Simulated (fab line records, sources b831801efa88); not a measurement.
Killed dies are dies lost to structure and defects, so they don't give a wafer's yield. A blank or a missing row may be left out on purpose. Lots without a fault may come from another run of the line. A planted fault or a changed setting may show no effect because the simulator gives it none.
A struck lot beside a sound one | flow sky130 | 26 steps out of a route of 708
Sound: wafers L293.2, L293.3, L293.6. Struck: wafers L283.1, L283.2, L283.6. The cause comes at the end.
At each step with rows: each side's tool, then ch and its chambers, then its first start. Under that, the readings that differ: sound wafers | struck wafers | difference of the means | sigmas: that difference in standard deviations of wafers without a fault.
alike: readings whose means differ by less than 2 such deviations, and words and numbers that are the same on both sides. not compared: withheld readings, readings that some wafer has no value for, bounds like >300 that may hide the same value, and numbers for which the record gives no deviation and whose values overlap.
The two part at a step that has a row with sigmas, a row that says differs or no value, or rows on one side only. Numbers that don't overlap but have no deviation are shown without sigmas and don't part them. A reading that every wafer of one side lacks parts them only if that side has two wafers or more.

SKY_VT_ADJUST_NCORE_STRIP_10: strips in O2/N2.
  sound on plasma_asher-04 ch 0,1, day 14 12:29; struck on plasma_asher-01 ch 0,1, day 11 15:23
  alike: chamber_pressure_mTorr, drypump_motor_current_A, oes_product_au, strip_time_to_endpoint_s
  not compared: rf_hours_counter_h
SKY_VT_ADJUST_NCORE_TW_MEAS_11:
  sound on film_metro-03, day 14 12:36; struck on film_metro-02, day 11 15:29
  reading            | sound             | struck            | difference | sigmas
  VT_ADJUST_NCORE_TW | 216.7 214.7 215.7 | 220.2 222.5 223.7 | +6.4       | +3
then, 7 steps without rows for these wafers: SKY_VT_ADJUST_HVTR_DEHYDRATE_00 (time 60 s); SKY_VT_ADJUST_HVTR_HMDS_01 (prime time 60 s); SKY_VT_ADJUST_HVTR_COAT_02 (resist thk 1140 nm); SKY_VT_ADJUST_HVTR_SOFTBAKE_03 (time 60 s); SKY_VT_ADJUST_HVTR_EXPOSE_04 (exposes mask HVTRM, target cd 380 nm); SKY_VT_ADJUST_HVTR_PEB_05; SKY_VT_ADJUST_HVTR_DEVELOP_06 (develop time 60 s).
SKY_VT_ADJUST_HVTR_CD_MEAS_07: target cd 380 nm.
  sound on cd_sem-02, day 15 15:07; struck on cd_sem-02, day 12 14:36
  alike: cd_nm
SKY_VT_ADJUST_HVTR_OVL_MEAS_08:
  sound on overlay-02, day 15 15:13; struck on overlay-02, day 12 14:43
  alike: VT_ADJUST_HVTR_OVL
then, 1 step without rows for these wafers: SKY_VT_ADJUST_HVTR_IMPLANT_09.
SKY_VT_ADJUST_HVTR_STRIP_10: strips in O2/N2.
  sound on plasma_asher-02 ch 0, day 15 15:24; struck on plasma_asher-04 ch 0,1, day 12 14:55
  no value came back on the struck wafers for chamber_pressure_mTorr (mTorr), drypump_motor_current_A (A), oes_product_au (a.u.), strip_time_to_endpoint_s (s); on the sound wafers chamber_pressure_mTorr (mTorr) reads 1501.9 1498.6 1498.4
  reading                                             | sound | struck         | difference | sigmas
  model.NOVOLAK_of_VT_ADJUST_HVTR_COAT_02.thk_nm (nm) | 0 0 0 | 1138 1140 1137 | +1138      |
  not compared: rf_hours_counter_h
SKY_VT_ADJUST_HVTR_TW_MEAS_11:
  sound on film_metro-02, day 15 15:31; struck on film_metro-02, day 12 15:01
  alike: VT_ADJUST_HVTR_TW
then, 7 steps without rows for these wafers: SKY_VT_ADJUST_PCH_DEHYDRATE_00 (time 60 s); SKY_VT_ADJUST_PCH_HMDS_01 (prime time 60 s); SKY_VT_ADJUST_PCH_COAT_02 (resist thk 3000 nm); SKY_VT_ADJUST_PCH_SOFTBAKE_03; SKY_VT_ADJUST_PCH_EXPOSE_04 (exposes mask NWM, target cd 840 nm); SKY_VT_ADJUST_PCH_PEB_05; SKY_VT_ADJUST_PCH_DEVELOP_06 (develop time 60 s).
SKY_VT_ADJUST_PCH_OVL_MEAS_07:
  sound on overlay-02, day 16 19:05; struck on overlay-02, day 13 14:56
  alike: VT_ADJUST_PCH_OVL
then, 1 step without rows for these wafers: SKY_VT_ADJUST_PCH_IMPLANT_08.
SKY_VT_ADJUST_PCH_STRIP_09: strips in O2/N2.
  sound on plasma_asher-01 ch 0,1, day 16 19:16; struck on plasma_asher-02 ch 0,1, day 13 15:07
  reading                      | sound             | struck            | difference | sigmas
  strip_time_to_endpoint_s (s) | 36.88 36.95 36.88 | 53.71 53.60 53.67 | +16.76     | +99 or more
  alike: chamber_pressure_mTorr, drypump_motor_current_A, oes_product_au
  not compared: rf_hours_counter_h
SKY_VT_ADJUST_PCH_TW_MEAS_10:
  sound on film_metro-02, day 16 19:22; struck on film_metro-01, day 13 15:13
  reading          | sound             | struck         | difference | sigmas
  VT_ADJUST_PCH_TW | 144.4 144.1 144.4 | 29.6 29.8 29.7 | -114.6     | -64
then, 1 step without rows for these wafers: SKY_SONOS_TUNNEL_DEHYDRATE_00 (time 60 s).

WHERE THEY PART
First at SKY_VT_ADJUST_NCORE_TW_MEAS_11; last, within this record, at SKY_VT_ADJUST_PCH_TW_MEAS_10.

WHY: what the simulator had put in
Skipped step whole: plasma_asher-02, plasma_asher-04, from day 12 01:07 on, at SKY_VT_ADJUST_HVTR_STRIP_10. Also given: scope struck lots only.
